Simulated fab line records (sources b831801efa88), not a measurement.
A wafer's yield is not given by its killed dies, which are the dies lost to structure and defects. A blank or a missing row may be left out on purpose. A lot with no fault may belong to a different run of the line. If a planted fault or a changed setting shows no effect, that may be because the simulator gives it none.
Commonality check across tools + flow sky130 + 11 lots and 33 wafers in the sample

## THE REASON FOR OPENING IT
At SKY_SD_N_TW_MEAS_12 the reading SD_N_TW is flagged on 2 of 11 lots. Fault-free wafers read 3966, with a standard deviation of 25.
Rule: a lot is flagged when every wafer of it that has a number lies more than 4 standard deviations from that mean, or none has a number. All remaining lots are regarded as sound.

| lot  | measured     | on           | SD_N_TW, wafer by wafer | flag    |
|------|--------------|--------------|-------------------------|---------|
| L707 | day 28 23:11 | filmMetro-02 | 3954 3946 3969          |         |
| L709 | day 29 08:56 | filmMetro-01 | 3996 3991 3992          |         |
| L711 | day 30 09:58 | filmMetro-03 | 3960 3969 3967          |         |
| L712 | day 30 21:35 | filmMetro-03 | 3978 3984 3950          |         |
| L714 | day 31 04:28 | filmMetro-02 | 3936 3936 3923          |         |
| L719 | day 32 19:28 | filmMetro-01 | 3988 3993 3993          |         |
| L720 | day 33 10:22 | filmMetro-03 | 3984 3979 3957          |         |
| L721 | day 33 17:40 | filmMetro-02 | 3928 3913 3923          |         |
| L726 | day 35 02:42 | filmMetro-01 | 3804 3826 3809          | FLAGGED |
| L727 | day 35 16:55 | filmMetro-03 | 3966 3973 3984          |         |
| L728 | day 36 00:50 | filmMetro-02 | 3793 3780 3809          | FLAGGED |
Average over the flagged lots: 3804; offset from the usual -162, equal to -6 standard deviations.

## EACH LOT AND THE TOOL IT RAN ON
Before the reading, the record contains 2 process steps out of a 708-step route. Cell contents, in order: the tool; ch with the chambers the sampled wafers went through; the start.
| lot  | flag    | SKY_SD_N_IMPLANT_09             | SKY_SD_N_STRIP_11                   |
|------|---------|---------------------------------|-------------------------------------|
| L707 |         | implanter-04 ch 0, day 28 22:47 | plasmaAsher-04 ch 0,1, day 28 23:05 |
| L709 |         | implanter-02 ch 0, day 29 08:32 | plasmaAsher-03 ch 0,1, day 29 08:50 |
| L711 |         | implanter-01 ch 0, day 30 09:35 | plasmaAsher-03 ch 0,1, day 30 09:52 |
| L712 |         | implanter-01 ch 0, day 30 21:11 | plasmaAsher-04 ch 0,1, day 30 21:29 |
| L714 |         | implanter-04 ch 0, day 31 04:04 | plasmaAsher-04 ch 1, day 31 04:21   |
| L719 |         | implanter-01 ch 0, day 32 19:04 | plasmaAsher-02 ch 0,1, day 32 19:22 |
| L720 |         | implanter-04 ch 0, day 33 09:59 | plasmaAsher-03 ch 0,1, day 33 10:16 |
| L721 |         | implanter-01 ch 0, day 33 17:17 | plasmaAsher-02 ch 0,1, day 33 17:34 |
| L726 | FLAGGED | implanter-04 ch 0, day 35 02:18 | plasmaAsher-03 ch 0,1, day 35 02:36 |
| L727 |         | implanter-01 ch 0, day 35 16:31 | plasmaAsher-02 ch 0,1, day 35 16:49 |
| L728 | FLAGGED | implanter-04 ch 0, day 36 00:28 | plasmaAsher-02 ch 0,1, day 36 00:44 |
These steps, and what they do:
- SKY_SD_N_IMPLANT_09
- SKY_SD_N_STRIP_11: strips in O2/N2.
- SKY_SD_N_TW_MEAS_12

## FLAGGED OVER TOTAL, TOOL BY TOOL (the gauges that took the reading come last)
| step                | tool           | lots run | flagged | share of the flagged lots | sound lots run after its first flagged lot |
|---------------------|----------------|----------|---------|---------------------------|--------------------------------------------|
| SKY_SD_N_IMPLANT_09 | implanter-01   | 5        | 0       | none                      | -                                          |
| SKY_SD_N_IMPLANT_09 | implanter-02   | 1        | 0       | none                      | -                                          |
| SKY_SD_N_IMPLANT_09 | implanter-04   | 5        | 2       | all                       | 0                                          |
| SKY_SD_N_STRIP_11   | plasmaAsher-02 | 4        | 1       | some                      | 0                                          |
| SKY_SD_N_STRIP_11   | plasmaAsher-03 | 4        | 1       | some                      | 0                                          |
| SKY_SD_N_STRIP_11   | plasmaAsher-04 | 3        | 0       | none                      | -                                          |
| SKY_SD_N_TW_MEAS_12 | filmMetro-01   | 3        | 1       | some                      | 0                                          |
| SKY_SD_N_TW_MEAS_12 | filmMetro-02   | 4        | 1       | some                      | 0                                          |
| SKY_SD_N_TW_MEAS_12 | filmMetro-03   | 4        | 0       | none                      | -                                          |

## WHAT THE TABLE PERMITS
Rows of the table that ran each flagged lot: 1, that is implanter-04 at SKY_SD_N_IMPLANT_09.
- implanter-04 at SKY_SD_N_IMPLANT_09 ran 5 lots, 2 of them flagged. A fault beginning between L720 (day 33 09:59), its last sound lot, and L726 (day 35 02:18), its first flagged one, fits the data. Its own readings (beamEnergyKeV) fall more than 4 standard deviations out on all wafers of the flagged lots.
Just one tool remains: implanter-04 at SKY_SD_N_IMPLANT_09.

## WHAT THE SIMULATOR HAD INSERTED
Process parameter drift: implanter-04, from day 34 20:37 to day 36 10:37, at SKY_SD_N_IMPLANT_09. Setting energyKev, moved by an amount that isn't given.
Lots struck among those shown: L726, L728. The same result came from the rule above.
